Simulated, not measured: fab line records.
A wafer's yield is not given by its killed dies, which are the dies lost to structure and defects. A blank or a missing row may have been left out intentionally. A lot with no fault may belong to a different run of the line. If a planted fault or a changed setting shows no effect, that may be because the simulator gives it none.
fab line records || flow gf180mcu
[record] {"lots": 5, "wafers": 23}
route steps=602 shown PASSIVATION@597
startH: hours from the record's first day to the start of the lot's first wafer shown || waitH: time in hours since the lot's previous step || " identical to the entry in the row above || L1.1+2: a row that stands for several wafers || - no value, or no start given || * or withheld: withheld || < > ~ a bound
route shown NAME@n: a module of which the file shows steps, and the number in the route of the first || usual: the fault-free wafers' mean and standard deviation || same: alike in all rows || chamber/n: place in a boat || sites: the reading at each site || _std_site: the values' standard deviation || _edge_site: the outer-site mean with the inner-site mean subtracted || radiusMm: how far each site lies from the wafer's centre || mask NAME#n: copy n || behind: the last tool/chamber to shape the wafer || hold: the reason the lot was held/the length of the hold in hours/how it ended || device: the transistor (n, p or np) that didn't switch || end of line: at the end of the route, the tests of the same wafers || for a step that has no rows: nothing shown but its recipe || killed: dies that structure and defects cost at the first sort, which is not the same as the wafer's yield || map: a wafer's dies, x killed, . not, _ none there
set.NAME: the setting as run; set.NAME@STEP: as run at that earlier step || model.NAME: the simulator's own value behind a step, which no gauge read
lots with deliberately changed settings; one table per step, one row per wafer
[[steps]]
[step GF_PASSIVATION_DEVELOP_10]
[recipe] {"developTimeS": 60, "devTempC": 23}
{"lot.wafer": "L074.1+5+6", "tool": "lithoTrack-01", "chamber": 0, "startH": "-", "waitH": "-", "set.developTimeS": 67.77}
{"lot.wafer": "L074.3+4", "tool": "lithoTrack-01", "chamber": 0, "startH": "-", "waitH": "-", "set.developTimeS": 60}
{"lot.wafer": "L076.1+6", "tool": "lithoTrack-02", "chamber": 0, "startH": "-", "waitH": "-", "set.developTimeS": 67.49}
{"lot.wafer": "L076.2+3+5", "tool": "lithoTrack-02", "chamber": 0, "startH": "-", "waitH": "-", "set.developTimeS": 60}
{"lot.wafer": "L078.1+4+5", "tool": "lithoTrack-02", "chamber": 0, "startH": "-", "waitH": "-", "set.developTimeS": 53.07}
{"lot.wafer": "L078.2+3", "tool": "lithoTrack-02", "chamber": 0, "startH": "-", "waitH": "-", "set.developTimeS": 60}
{"lot.wafer": "L083.1+2+3+4+6", "tool": "lithoTrack-02", "chamber": 0, "startH": "-", "waitH": "-", "set.developTimeS": 60}
{"lot.wafer": "L084.1+4+6", "tool": "lithoTrack-02", "chamber": 0, "startH": "-", "waitH": "-", "set.developTimeS": 60}
[step GF_PASSIVATION_ETCH_11]
[recipe] {"chemistry": "CF4/O2", "targetDepthNm": 1800, "stopOn": "TiN", "sourceW": 800, "biasW": 150, "pressureMtorr": 150, "cf4FlowSccm": 80, "O2_flow_sccm": 10, "timeS": 400}
[usual] {"oesProductAu": "0.962/0.0075"}
{"lot.wafer": "L074.1", "tool": "rieDiel-03", "chamber": 0, "startH": 679.48, "waitH": "-", "set.timeS@PASSIVATION_CVD_00": 99.76, "oesProductAu": 0.913, "model.PASSIVATION.featureDepthNm": 1564}
{"lot.wafer": "L074.3", "tool": "rieDiel-03", "chamber": 2, "startH": 679.48, "waitH": "-", "set.timeS@PASSIVATION_CVD_00": 111.95, "oesProductAu": 0.946, "model.PASSIVATION.featureDepthNm": 1649}
{"lot.wafer": "L074.4", "tool": "rieDiel-03", "chamber": 1, "startH": 679.48, "waitH": "-", "set.timeS@PASSIVATION_CVD_00": 111.95, "oesProductAu": 0.964, "model.PASSIVATION.featureDepthNm": 1710}
{"lot.wafer": "L074.5", "tool": "rieDiel-03", "chamber": 1, "startH": 679.48, "waitH": "-", "set.timeS@PASSIVATION_CVD_00": 99.76, "oesProductAu": 0.925, "model.PASSIVATION.featureDepthNm": 1585}
{"lot.wafer": "L074.6", "tool": "rieDiel-03", "chamber": 2, "startH": 679.48, "waitH": "-", "set.timeS@PASSIVATION_CVD_00": 111.95, "oesProductAu": 0.968, "model.PASSIVATION.featureDepthNm": 1702}
{"lot.wafer": "L076.1", "tool": "rieDiel-04", "chamber": 3, "startH": 697.61, "waitH": "-", "set.timeS@PASSIVATION_CVD_00": 111.95, "oesProductAu": 0.949, "model.PASSIVATION.featureDepthNm": 1672}
{"lot.wafer": "L076.2", "tool": "rieDiel-04", "chamber": 2, "startH": 697.61, "waitH": "-", "set.timeS@PASSIVATION_CVD_00": 111.95, "oesProductAu": 0.950, "model.PASSIVATION.featureDepthNm": 1664}
{"lot.wafer": "L076.3", "tool": "rieDiel-04", "chamber": 0, "startH": 697.61, "waitH": "-", "set.timeS@PASSIVATION_CVD_00": 118.1, "oesProductAu": 0.978, "model.PASSIVATION.featureDepthNm": 1730}
{"lot.wafer": "L076.5", "tool": "rieDiel-04", "chamber": 2, "startH": 697.61, "waitH": "-", "set.timeS@PASSIVATION_CVD_00": 118.1, "oesProductAu": 0.979, "model.PASSIVATION.featureDepthNm": 1746}
{"lot.wafer": "L076.6", "tool": "rieDiel-04", "chamber": 1, "startH": 697.61, "waitH": "-", "set.timeS@PASSIVATION_CVD_00": 111.95, "oesProductAu": 0.961, "model.PASSIVATION.featureDepthNm": 1690}
{"lot.wafer": "L078.1", "tool": "rieDiel-03", "chamber": 0, "startH": 714.96, "waitH": "-", "set.timeS@PASSIVATION_CVD_00": 111.95, "oesProductAu": 0.963, "model.PASSIVATION.featureDepthNm": 1699}
{"lot.wafer": "L078.2", "tool": "rieDiel-03", "chamber": 1, "startH": 714.96, "waitH": "-", "set.timeS@PASSIVATION_CVD_00": 111.95, "oesProductAu": 0.961, "model.PASSIVATION.featureDepthNm": 1683}
{"lot.wafer": "L078.3", "tool": "rieDiel-03", "chamber": 3, "startH": 714.96, "waitH": "-", "set.timeS@PASSIVATION_CVD_00": 111.95, "oesProductAu": 0.958, "model.PASSIVATION.featureDepthNm": 1682}
{"lot.wafer": "L078.4", "tool": "rieDiel-03", "chamber": 2, "startH": 714.96, "waitH": "-", "set.timeS@PASSIVATION_CVD_00": 111.95, "oesProductAu": 0.964, "model.PASSIVATION.featureDepthNm": 1704}
{"lot.wafer": "L078.5", "tool": "rieDiel-03", "chamber": 3, "startH": 714.96, "waitH": "-", "set.timeS@PASSIVATION_CVD_00": 111.95, "oesProductAu": 0.962, "model.PASSIVATION.featureDepthNm": 1714}
{"lot.wafer": "L083.1", "tool": "rieDiel-01", "chamber": 0, "startH": 738.26, "waitH": "-", "set.timeS@PASSIVATION_CVD_00": 111.95, "oesProductAu": 0.949, "model.PASSIVATION.featureDepthNm": 1672}
{"lot.wafer": "L083.2", "tool": "rieDiel-01", "chamber": 1, "startH": 738.26, "waitH": "-", "set.timeS@PASSIVATION_CVD_00": 111.95, "oesProductAu": 0.962, "model.PASSIVATION.featureDepthNm": 1683}
{"lot.wafer": "L083.3", "tool": "rieDiel-01", "chamber": 2, "startH": 738.26, "waitH": "-", "set.timeS@PASSIVATION_CVD_00": 111.95, "oesProductAu": 0.960, "model.PASSIVATION.featureDepthNm": 1672}
{"lot.wafer": "L083.4", "tool": "rieDiel-01", "chamber": 3, "startH": 738.26, "waitH": "-", "set.timeS@PASSIVATION_CVD_00": 111.95, "oesProductAu": 0.948, "model.PASSIVATION.featureDepthNm": 1682}
{"lot.wafer": "L083.6", "tool": "rieDiel-01", "chamber": 0, "startH": 738.26, "waitH": "-", "set.timeS@PASSIVATION_CVD_00": 111.95, "oesProductAu": 0.967, "model.PASSIVATION.featureDepthNm": 1714}
{"lot.wafer": "L084.1", "tool": "rieDiel-03", "chamber": 2, "startH": 742.46, "waitH": "-", "set.timeS@PASSIVATION_CVD_00": 111.95, "oesProductAu": 0.966, "model.PASSIVATION.featureDepthNm": 1708}
{"lot.wafer": "L084.4", "tool": "rieDiel-03", "chamber": 0, "startH": 742.46, "waitH": "-", "set.timeS@PASSIVATION_CVD_00": 111.95, "oesProductAu": 0.965, "model.PASSIVATION.featureDepthNm": 1702}
{"lot.wafer": "L084.6", "tool": "rieDiel-03", "chamber": 0, "startH": 742.46, "waitH": "-", "set.timeS@PASSIVATION_CVD_00": 111.95, "oesProductAu": 0.975, "model.PASSIVATION.featureDepthNm": 1730}
[[key]]
[split] {"step": "GF_PASSIVATION_DEVELOP_10", "setting": "developTimeS", "stated": 60, "by": "wafer"}
response none clear
split outsideThisFile step=GF_PASSIVATION_CVD_00 setting=timeS
// split outsideThisFile: this setting was split too, and the file shows its column; the key of that split is in another file
